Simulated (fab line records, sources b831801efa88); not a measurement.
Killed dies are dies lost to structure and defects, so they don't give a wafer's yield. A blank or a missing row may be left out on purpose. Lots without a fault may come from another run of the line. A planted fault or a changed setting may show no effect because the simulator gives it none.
A struck lot beside a sound one | flow gf180mcu | 14 steps out of a route of 602
Sound: wafers L970.1, L970.2, L970.3. Struck: wafers L982.3, L982.5, L982.6. The cause comes at the end.
At each step with rows: each side's tool, then ch and its chambers, then its first start. Under that, the readings that differ: sound wafers | struck wafers | difference of the means | sigmas: that difference in standard deviations of wafers without a fault.
alike: readings whose means differ by less than 2 such deviations, and words and numbers that are the same on both sides. not compared: withheld readings, readings that some wafer has no value for, bounds like >300 that may hide the same value, and numbers for which the record gives no deviation and whose values overlap.
The two part at a step that has a row with sigmas, a row that says differs or no value, or rows on one side only. Numbers that don't overlap but have no deviation are shown without sigmas and don't part them. A reading that every wafer of one side lacks parts them only if that side has two wafers or more.

GF_V1_OVL_MEAS_15:
  sound on overlay-02, day 20 12:44; struck on overlay-01, day 24 23:44
  alike: V1_OVL
then, 5 steps without rows for these wafers: GF_V1_ETCH_16 (etches BARC in N2/H2); GF_V1_ETCH_17 (etches SiO2 in C4F8/O2/Ar, stops on TiN, target depth 630 nm); GF_V1_STRIP_18 (strips in O2/N2); GF_V1_STRIP_19 (strips in post etch residue remover, time 1200 s); GF_V1_CLEAN_20 (cleans in DIW).
GF_V1_SPUTTER_21: material Ti, target thk 15 nm, time 80.02 s.
  sound on pvd_sputter-02, day 20 13:25; struck on pvd_sputter-02, day 25 00:27
  alike: cathode_dc_power_W, chamber_pressure_pa, throttle_valve_pct
GF_V1_SPUTTER_22: material TiN, target thk 10 nm, time 40 s.
  sound on pvd_sputter-02, day 20 13:29; struck on pvd_sputter-02, day 25 00:31
  alike: cathode_dc_power_W, chamber_pressure_pa, throttle_valve_pct
GF_V1_CVD_23: deposits W, target thk 350 nm, time 105.05 s.
  sound on cvd_w-01 ch 0,1, day 20 13:31; struck on cvd_w-01 ch 0,1, day 25 00:35
  alike: heater_power_w
GF_V1_RS_MEAS_24: measures by four-point-probe.
  sound on film_metro-04, day 20 13:38; struck on film_metro-04, day 25 00:44
  alike: V1_W_RS
GF_V1_THK_MEAS_25: measures by xrf.
  sound on film_metro-04, day 20 13:46; struck on film_metro-04, day 25 00:50
  alike: V1_W_THK
GF_V1_CMP_26: polishes, stops on SiO2, t overpolish 15 s, target thk 0 nm.
  sound on cmp-01 ch 0,1,3, day 20 13:52; struck on cmp-02 ch 2,3, day 25 00:55
  alike: motor_current_A, overpolish_run_s, time_to_endpoint_s
GF_M2_SPUTTER_00: material Ti, target thk 37.5 nm, time 150 s.
  sound on pvd_sputter-01, day 20 14:07; struck on pvd_sputter-04, day 25 01:10
  no value came back on the struck wafers for cathode_dc_power_W (W), chamber_pressure_pa (Pa), throttle_valve_pct (%); on the sound wafers cathode_dc_power_W (W) reads 4000.8 4000.7 4000.1
GF_M2_SPUTTER_01: material TiN, target thk 30 nm, time 25 s.
  sound on pvd_sputter-01, day 20 14:13; struck on pvd_sputter-04, day 25 01:16
  alike: cathode_dc_power_W, chamber_pressure_pa, throttle_valve_pct

WHERE THEY PART
Only at GF_M2_SPUTTER_00, within this record. Later steps at which nothing parts them and some readings are alike: GF_M2_SPUTTER_01.

WHY: what the simulator had put in
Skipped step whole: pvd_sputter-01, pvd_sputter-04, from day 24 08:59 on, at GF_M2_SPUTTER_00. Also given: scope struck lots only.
